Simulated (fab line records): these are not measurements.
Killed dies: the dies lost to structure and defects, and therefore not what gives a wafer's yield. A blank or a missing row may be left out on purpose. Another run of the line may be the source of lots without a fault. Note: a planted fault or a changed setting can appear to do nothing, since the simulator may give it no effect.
fab line records | flow sky130
record lots=15 | wafers=45 | last-day=50
route steps=708 shown VIA3@593 METAL4@599 CAP2M@603
lots with no fault: from the same line, run without faults
start-h: the number of hours between the record's first day and the start of the first shown wafer of the lot | wait-h: how many hours have passed since the lot's step before this one | " identical to the entry in the row above | L1.1+2: a single row standing in for several wafers | - value missing, or start not given | * or withheld: withheld | < > ~ a bound
route shown NAME@n: names a module that has steps shown in the file, with the first one's number in the route | usual: the fault-free wafers' mean and standard deviation | same: alike in all rows | chamber/n: place in a boat | sites: each site's reading | _std_site: standard deviation across them | _edge_site: outer sites' mean less inner sites' | radius-mm: for every site, how far away it sits from the centre of the wafer | mask NAME#n: copy n | behind: the tool/chamber that last shaped the wafer | hold: cause of the lot's hold/its duration in hours/its outcome | device: the transistor (n, p or np) that didn't switch | end of line: the same wafers' tests at the end of the route | step lacking rows: just its recipe | killed: count of dies lost to structure and defects at first sort (not the wafer's yield) | map: a wafer's dies, marking killed ones x, the rest . and places with no die _
set.NAME: the run value of the setting; set.NAME@STEP: its run value at that earlier step | model.NAME: the simulator's own value behind a step, which no gauge read
a sample of lots followed through the steps of the route, with each step as a table and each wafer as a row
services: from which hour (start-h, from the record's first day; less than 0 if before it) a tool's chamber was out of use, for how many hours, and why
## steps
# step SKY_VIA3_SPUTTER_20
# recipe material=TiN | target-thk-nm=20 | chamber-pressure-pa=5 | power-w=4000 | time-s=80
# usual cathode-dc-power-W=4000.0/0.81 | chamber-pressure-pa=5.000/0.0089 | throttle-valve-pct=29.8/1.1
lot.wafer | tool           | chamber | start-h | wait-h | cathode-dc-power-W | chamber-pressure-pa | throttle-valve-pct
L432.1    | pvd-sputter-04 | -       | 928.56  | 0.0    | 3999.5             | 4.993               | 28.6
L432.2    | "              | -       | "       | "      | 4001.2             | 4.993               | 28.6
L432.5    | "              | -       | "       | "      | 4000.1             | 5.002               | 28.3
L433.1    | pvd-sputter-02 | -       | 941.27  | 0.0    | 3999.9             | 5.005               | 29.4
L433.2    | "              | -       | "       | "      | 4000.9             | 4.993               | 30.9
L433.4    | "              | -       | "       | "      | 3999.6             | 5.001               | 29.4
L434.2    | pvd-sputter-04 | -       | 941.91  | 0.0    | 3999.1             | 4.987               | 28.7
L434.4    | "              | -       | "       | "      | 3999.3             | 4.985               | 31.3
L434.5    | "              | -       | "       | "      | 3999.7             | 5.015               | 28.5
L435.3    | pvd-sputter-03 | -       | 948.88  | 0.0    | 3998.6             | 5.001               | 29.9
L435.4    | "              | -       | "       | "      | 3998.9             | 5.009               | 27.9
L435.6    | "              | -       | "       | "      | 3998.9             | 4.987               | 31.9
L436.2    | pvd-sputter-04 | -       | 959.80  | 0.0    | 4000.9             | 5.000               | 31.0
L436.4    | "              | -       | "       | "      | 3998.8             | 5.006               | 30.8
L436.5    | "              | -       | "       | "      | 4001.0             | 5.011               | 30.9
L437.3    | pvd-sputter-02 | -       | 961.70  | 0.0    | 4000.0             | 5.007               | 29.1
L437.5    | "              | -       | "       | "      | 4001.6             | 4.994               | 29.2
L437.6    | "              | -       | "       | "      | 3999.8             | 5.015               | 29.1
L441.3    | pvd-sputter-02 | -       | 993.05  | 0.0    | 4000.6             | 5.000               | 30.2
L441.5    | "              | -       | "       | "      | 4000.7             | 4.998               | 30.0
L441.6    | "              | -       | "       | "      | 4000.6             | 4.993               | 29.6
L442.1    | pvd-sputter-04 | -       | 993.91  | 0.0    | 4000.3             | 4.995               | 28.6
L442.3    | "              | -       | "       | "      | 4000.0             | 5.000               | 30.6
L442.5    | "              | -       | "       | "      | 3999.6             | 5.009               | 28.5
L443.2    | pvd-sputter-03 | -       | 1007.61 | 0.0    | 4000.8             | 5.010               | 31.5
L443.3    | "              | -       | "       | "      | 3999.3             | 5.007               | 27.9
L443.6    | "              | -       | "       | "      | 3999.6             | 4.993               | 31.3
L449.2    | pvd-sputter-03 | -       | 1061.02 | 0.0    | 3998.6             | 4.995               | 29.6
L449.3    | "              | -       | "       | "      | 4000.2             | 5.012               | 31.7
L449.6    | "              | -       | "       | "      | 3999.1             | 4.996               | 29.7
L450.1    | pvd-sputter-02 | -       | 1063.15 | 0.0    | 4001.6             | 5.027               | 30.1
L450.2    | "              | -       | "       | "      | 4000.5             | 4.993               | 29.4
L450.3    | "              | -       | "       | "      | 4000.2             | 4.997               | 29.2
L448.1    | pvd-sputter-04 | -       | 1064.80 | 0.0    | 4000.0             | 4.999               | 31.3
L448.3    | "              | -       | "       | "      | 4001.2             | 5.005               | 28.4
L448.4    | "              | -       | "       | "      | 4000.7             | 5.010               | 30.9
L452.2    | pvd-sputter-04 | -       | 1066.02 | 0.0    | 4000.7             | 5.007               | 30.9
L452.3    | "              | -       | "       | "      | 4001.5             | 4.990               | 28.7
L452.5    | "              | -       | "       | "      | 4000.6             | 5.004               | 28.4
L453.2    | pvd-sputter-03 | -       | 1069.37 | 0.0    | 4000.2             | 4.987               | 29.6
L453.3    | "              | -       | "       | "      | 3999.7             | 4.992               | 31.8
L453.5    | "              | -       | "       | "      | 4000.1             | 5.003               | 28.3
L454.2    | pvd-sputter-02 | -       | 1075.21 | 0.0    | 4001.0             | 4.994               | 31.1
L454.5    | "              | -       | "       | "      | 3998.0             | 4.986               | 31.2
L454.6    | "              | -       | "       | "      | 3999.5             | 5.002               | 29.6
# step SKY_METAL4_SPUTTER_01
# recipe material=TiN | target-thk-nm=20 | power-w=6500 | time-s=16.7 | chamber-pressure-pa=0.4
# usual cathode-dc-power-W=6500.1/1.2 | chamber-pressure-pa=0.4000/0.00082 | throttle-valve-pct=30.0/1.2
lot.wafer | tool           | chamber | start-h | wait-h | cathode-dc-power-W | chamber-pressure-pa | throttle-valve-pct
L432.1    | pvd-sputter-01 | -       | 929.24  | 0.0    | 6500.3             | 0.3993              | 29.7
L432.2    | "              | -       | "       | "      | 6499.5             | 0.3990              | 28.9
L432.5    | "              | -       | "       | "      | 6499.9             | 0.3997              | 29.8
L433.1    | pvd-sputter-02 | -       | 941.96  | 0.0    | 6500.6             | 0.4002              | 30.1
L433.2    | "              | -       | "       | "      | 6498.6             | 0.4025              | 29.2
L433.4    | "              | -       | "       | "      | 6503.3             | 0.4000              | 31.1
L434.2    | pvd-sputter-01 | -       | 942.60  | 0.0    | 6499.8             | 0.4003              | 28.7
L434.4    | "              | -       | "       | "      | 6502.5             | 0.4000              | 29.8
L434.5    | "              | -       | "       | "      | 6500.1             | 0.4000              | 28.6
L435.3    | pvd-sputter-02 | -       | 949.61  | 0.0    | 6498.5             | 0.3999              | 29.4
L435.4    | "              | -       | "       | "      | 6500.0             | 0.4000              | 29.9
L435.6    | "              | -       | "       | "      | 6499.9             | 0.4001              | 31.1
L436.2    | pvd-sputter-01 | -       | 960.49  | 0.0    | 6500.3             | 0.4000              | 29.6
L436.4    | "              | -       | "       | "      | 6499.6             | 0.4007              | 28.7
L436.5    | "              | -       | "       | "      | 6500.7             | 0.4006              | 33.0
L437.3    | pvd-sputter-01 | -       | 962.39  | 0.0    | 6500.7             | 0.4008              | 29.4
L437.5    | "              | -       | "       | "      | 6501.0             | 0.3997              | 28.7
L437.6    | "              | -       | "       | "      | 6499.6             | 0.3993              | 33.3
L441.3    | pvd-sputter-03 | -       | 993.74  | 0.0    | -                  | -                   | -
L441.5    | "              | -       | "       | "      | -                  | -                   | -
L441.6    | "              | -       | "       | "      | -                  | -                   | -
L442.1    | pvd-sputter-01 | -       | 994.59  | 0.0    | -                  | -                   | -
L442.3    | "              | -       | "       | "      | -                  | -                   | -
L442.5    | "              | -       | "       | "      | -                  | -                   | -
L443.2    | pvd-sputter-01 | -       | 1008.29 | 0.0    | -                  | -                   | -
L443.3    | "              | -       | "       | "      | -                  | -                   | -
L443.6    | "              | -       | "       | "      | -                  | -                   | -
L449.2    | pvd-sputter-02 | -       | 1061.71 | 0.0    | 6500.0             | 0.4014              | 30.3
L449.3    | "              | -       | "       | "      | 6503.5             | 0.3984              | 29.2
L449.6    | "              | -       | "       | "      | 6500.0             | 0.3988              | 29.3
L450.1    | pvd-sputter-03 | -       | 1063.84 | 0.0    | 6499.5             | 0.3989              | 27.9
L450.2    | "              | -       | "       | "      | 6498.7             | 0.4011              | 29.8
L450.3    | "              | -       | "       | "      | 6499.3             | 0.3997              | 29.8
L448.1    | pvd-sputter-01 | -       | 1065.49 | 0.0    | 6500.8             | 0.4005              | 29.7
L448.3    | "              | -       | "       | "      | 6498.7             | 0.3993              | 32.9
L448.4    | "              | -       | "       | "      | 6500.8             | 0.3994              | 28.9
L452.2    | pvd-sputter-02 | -       | 1066.70 | 0.0    | 6498.7             | 0.4000              | 30.1
L452.3    | "              | -       | "       | "      | 6500.0             | 0.3990              | 29.4
L452.5    | "              | -       | "       | "      | 6500.1             | 0.4008              | 31.1
L453.2    | pvd-sputter-01 | -       | 1070.06 | 0.0    | 6500.5             | 0.4001              | 28.5
L453.3    | "              | -       | "       | "      | 6498.9             | 0.4003              | 30.0
L453.5    | "              | -       | "       | "      | 6501.8             | 0.4014              | 33.0
L454.2    | pvd-sputter-02 | -       | 1075.90 | 0.0    | 6500.8             | 0.3990              | 29.5
L454.5    | "              | -       | "       | "      | 6500.6             | 0.3997              | 30.1
L454.6    | "              | -       | "       | "      | 6501.2             | 0.3999              | 29.5
# step SKY_CAP2M_CVD_00
# recipe material=SiO2 | target-thk-nm=15.5 | temp-c=400 | time-s=withheld | rf-w=450
# usual heater-power-w=698/140
lot.wafer | tool     | chamber | start-h | wait-h | heater-power-w
L432.1    | pecvd-02 | 2       | 929.38  | 0.0    | 799
L432.2    | "        | 1       | "       | "      | 571
L432.5    | "        | 2       | "       | "      | 777
L433.1    | pecvd-03 | 2       | 942.09  | 0.0    | 579
L433.2    | "        | 1       | "       | "      | 814
L433.4    | "        | 1       | "       | "      | 838
L434.2    | pecvd-01 | 0       | 942.73  | 0.0    | 562
L434.4    | "        | 1       | "       | "      | 676
L434.5    | "        | 0       | "       | "      | 568
L435.3    | pecvd-02 | 0       | 949.75  | 0.0    | 983
L435.4    | "        | 2       | "       | "      | 785
L435.6    | "        | 1       | "       | "      | 509
L436.2    | pecvd-02 | 0       | 960.62  | 0.0    | 923
L436.4    | "        | 2       | "       | "      | 717
L436.5    | "        | 0       | "       | "      | 932
L437.3    | pecvd-01 | 1       | 962.52  | 0.0    | 581
L437.5    | "        | 2       | "       | "      | 798
L437.6    | "        | 1       | "       | "      | 573
L441.3    | pecvd-02 | 0       | 993.87  | 0.0    | 839
L441.5    | "        | 0       | "       | "      | 836
L441.6    | "        | 2       | "       | "      | 734
L442.1    | pecvd-01 | 2       | 994.73  | 0.0    | 699
L442.3    | "        | 1       | "       | "      | 590
L442.5    | "        | 1       | "       | "      | 608
L443.2    | pecvd-01 | 2       | 1008.43 | 0.0    | 809
L443.3    | "        | 0       | "       | "      | 639
L443.6    | "        | 2       | "       | "      | 828
L449.2    | pecvd-02 | 2       | 1061.84 | 0.0    | 806
L449.3    | "        | 0       | "       | "      | 915
L449.6    | "        | 1       | "       | "      | 433
L450.1    | pecvd-03 | 0       | 1063.97 | 0.0    | 632
L450.2    | "        | 2       | "       | "      | 588
L450.3    | "        | 1       | "       | "      | 824
L448.1    | pecvd-02 | 0       | 1065.62 | 0.0    | 978
L448.3    | "        | 2       | "       | "      | 734
L448.4    | "        | 0       | "       | "      | 931
L452.2    | pecvd-02 | 0       | 1066.83 | 0.0    | 946
L452.3    | "        | 1       | "       | "      | 512
L452.5    | "        | 2       | "       | "      | 787
L453.2    | pecvd-01 | 2       | 1070.19 | 0.0    | 668
L453.3    | "        | 0       | "       | "      | 673
L453.5    | "        | 1       | "       | "      | 655
L454.2    | pecvd-02 | 1       | 1076.03 | 0.0    | 503
L454.5    | "        | 0       | "       | "      | 1010
L454.6    | "        | 1       | "       | "      | 512
## services
tool           | chamber | start-h | hours | kind
pecvd-03       | 2       | 971.78  | 2.1   | scheduled-down
pecvd-03       | 2       | 994.49  | 3.7   | repair
pvd-sputter-03 | -       | 1020.89 | 9.8   | repair
pecvd-01       | 0       | 1024.45 | 5.5   | scheduled-down
pecvd-01       | 0       | 1029.91 | 2.1   | scheduled-down
pvd-sputter-02 | -       | 1060.50 | 0.9   | repair
pvd-sputter-02 | -       | 1063.43 | 0.7   | repair
## key
first-sign step=SKY_METAL4_SPUTTER_01 | reading=tool-record | direction=missing
effect none on later readings
met-at SKY_METAL4_SPUTTER_01
struck-lots L441,L442,L443
later-rows-left-out L441.3,L441.5,L441.6,L442.1,L442.3,L442.5,L443.2,L443.3,L443.6
sort-left-out L441.3,L441.5,L441.6,L442.1,L442.3,L442.5,L443.2,L443.3,L443.6
not-acting-at SKY_VIA3_SPUTTER_20,SKY_CAP2M_CVD_00
onset-between 962.39 993.74
fault kind=skipped-step-whole | tool=pvd-sputter-01,pvd-sputter-03 | chamber=- | onset-h=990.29 | steps=SKY_METAL4_SPUTTER_01 | scope=struck-lots-only
# sort-left-out: the simulated sort isn't trusted on such a fault, so these wafers' sort isn't shown, and their yield isn't known
# later-rows-left-out: the simulator's readings of these wafers behind a module that went badly wrong aren't trusted and aren't shown, but for the sort
